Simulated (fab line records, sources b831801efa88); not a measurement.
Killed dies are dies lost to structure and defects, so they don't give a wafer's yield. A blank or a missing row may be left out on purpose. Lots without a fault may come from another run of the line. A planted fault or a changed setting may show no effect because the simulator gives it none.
One fault seen from 2 desks | flow sky130 | each desk has only its own numbers; what lay behind them comes last

THE METROLOGY DESK
What the gauges read, lot by lot, whatever tool the lot ran on: means of the sampled wafers that have a number. A lot is out of limits, marked OUT, if its mean lies more than 4 standard deviations from the usual mean; the brackets give that distance.
Columns: A = VIA2_W_RS at SKY_VIA2_RS_MEAS_22, usual 0.274 ohm/sq; B = VIA2_W_THK at SKY_VIA2_THK_MEAS_23, usual 419 nm
lot  | first seen here | A     | B
L186 | day 39 04:26    | 0.278 | 421
L189 | day 40 05:50    | 0.273 | 421
L192 | day 40 21:25    | 0.273 | 422
L193 | day 41 02:36    | 0.279 | 417
L199 | day 42 19:17    | 0.275 | 418
L200 | day 43 06:53    | 0.271 | 426
This desk's finding: nothing out of limits on any of the 6 lots.

THE TOOL OWNER'S DESK: pvd_sputter-03
The tool's own readings at SKY_METAL3_SPUTTER_01 (material TiN, target thk 20 nm, time 16.7 s): means of the sampled wafers that have a number, for each lot that ran on this tool. A lot is out of limits, marked OUT, if its mean lies more than 4 standard deviations from the usual mean; the brackets give that distance.
Columns: A = throttle_valve_pct at SKY_METAL3_SPUTTER_01, usual 30.2 %
lot  | first seen here | A
L186 | day 39 04:56    | 30.0
L192 | day 40 21:55    | 30.2
L193 | day 41 03:02    | 30.2
This desk's finding: nothing out of limits on any of the 3 lots.

PUT TOGETHER
The metrology desk saw nothing out of limits.
The tool owner's desk saw nothing out of limits.

WHAT THE SIMULATOR HAD PUT IN
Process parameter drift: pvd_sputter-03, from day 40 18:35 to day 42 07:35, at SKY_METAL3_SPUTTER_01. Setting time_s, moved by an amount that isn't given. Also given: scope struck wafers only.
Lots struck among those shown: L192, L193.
